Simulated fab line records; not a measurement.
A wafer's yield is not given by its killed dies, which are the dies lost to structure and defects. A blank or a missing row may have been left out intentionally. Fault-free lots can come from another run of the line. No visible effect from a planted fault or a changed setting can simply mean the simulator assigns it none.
Which tool was responsible? + flow gf180mcu + 18 wafers sampled from 6 lots at 1 step of a route of 602

== WHAT THE GAUGES READ, wafer by wafer ==
GF_CONTACT_THK_MEAS_26: measures by xrf.
| lot  | measured     | on            | CONTACT_W_THK (nm) |
|------|--------------|---------------|--------------------|
| L437 | day 17 01:50 | film_metro-03 | 285 283 285        |
| L440 | day 18 10:47 | film_metro-04 | 295 288 289        |
| L442 | day 19 13:13 | film_metro-03 | 284 282 282        |
| L444 | day 19 21:14 | film_metro-04 | 296 291 298        |
| L452 | day 22 15:53 | film_metro-03 | 286 286 289        |
| L454 | day 23 09:26 | film_metro-04 | 292 286 289        |

== TOOL THAT RAN EACH LOT (tool first, then ch and the chambers of the sampled wafers, then the start) ==
There is no process step in the record ahead of these readings.

== THE ANSWER, worked out from the rows above alone ==
Rule: what is usual is taken from the lots themselves. The widest of any qualifying gaps counts: lots, ordered by their means at a reading, are off when they make up no more than a third of the lots, leave a main group of 4 or more, and stand apart from it by 3 or more times the standard deviation of that group's means. The tables above print the reading to a certain number of digits; a main group whose means all agree to those digits is not used. Also off: a lot with no number at a reading for which 4 or more lots have one. The other lots that the step has rows for count as sound.
Across all readings shown, no lot is off: no conclusion can be drawn from this.

== WHAT THE SIMULATOR HAD INSERTED ==
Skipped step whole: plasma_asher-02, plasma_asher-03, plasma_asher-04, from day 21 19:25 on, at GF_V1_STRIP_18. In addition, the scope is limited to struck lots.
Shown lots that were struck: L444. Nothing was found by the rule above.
